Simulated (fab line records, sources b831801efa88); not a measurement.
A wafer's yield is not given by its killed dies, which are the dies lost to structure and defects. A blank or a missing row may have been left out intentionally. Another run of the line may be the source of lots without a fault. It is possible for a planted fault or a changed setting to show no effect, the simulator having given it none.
One fault through the eyes of 2 desks	flow gf180mcu	each desk holds nothing but its own numbers, with what lay behind them at the end

## FROM THE METROLOGY DESK
Lot by lot, what the gauges showed, no matter which tool ran the lot: averages of those sampled wafers that carry a number. A lot is out of limits, marked OUT, if its mean lies more than 4 standard deviations from the usual mean; the brackets give that distance.
Columns: A = M3_OVL at GF_M3_OVL_MEAS_15, usual 3 nm
lot	first seen here	A
L947	day 21 10:24	5
L949	day 22 02:18	10
L951	day 23 00:42	4
L950	day 23 01:35	0
L952	day 23 12:55	-1
L953	day 23 22:31	10
L960	day 26 00:33	-1
L962	day 26 19:10	1
L963	day 26 22:51	3
L965	day 27 11:43	3
L966	day 27 22:16	3
L967	day 28 03:41	10
L970	day 28 21:16	-5
Finding of this desk: none of the 13 lots has anything out of limits.

## THE TOOL OWNER'S DESK: pvd sputter-03
The tool's own readings at GF_M2_SPUTTER_00 (material Ti, target thk 37.5 nm, time 150 s): means of the sampled wafers that have a number, for each lot that ran on this tool. A lot is out of limits, marked OUT, if its mean lies more than 4 standard deviations from the usual mean; the brackets give that distance.
Columns: A = chamber pressure pa at GF_M2_SPUTTER_00, usual 2.000 Pa; B = throttle valve pct at GF_M2_SPUTTER_00, usual 29.7 %
lot	first seen here	A	B
L947	day 18 05:50	2.002	30.3
L949	day 18 21:53	2.004	30.6
L951	day 19 22:55	2.001	30.6
L960	day 23 03:22	2.195 (+49) OUT	28.5
L962	day 23 23:59	2.196 (+49) OUT	28.6
This desk finds L960, L962 out of limits, L960 being first, at day 23 03:22 (chamber pressure pa at GF_M2_SPUTTER_00). In limits: L947, L949, L951.

## ALL TOGETHER
The tool owner's desk could have raised an alarm at day 23 03:22, on L960, L962.
Metrology desk: nothing out of limits seen.
The metrology desk holds a record of L960, L962, inside its limits.
On pvd sputter-03, each named lot ran GF_M2_SPUTTER_00.

## WHAT THE SIMULATOR HAD INSERTED
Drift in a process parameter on pvd sputter-03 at GF_M2_SPUTTER_00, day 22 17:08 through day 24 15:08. Setting chamber pressure pa shifted by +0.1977 from 2. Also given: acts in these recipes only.
Lots struck among those shown: L960, L962.
Hours from the fault's start to each desk's first reading out of limits: the tool owner's desk, 10.
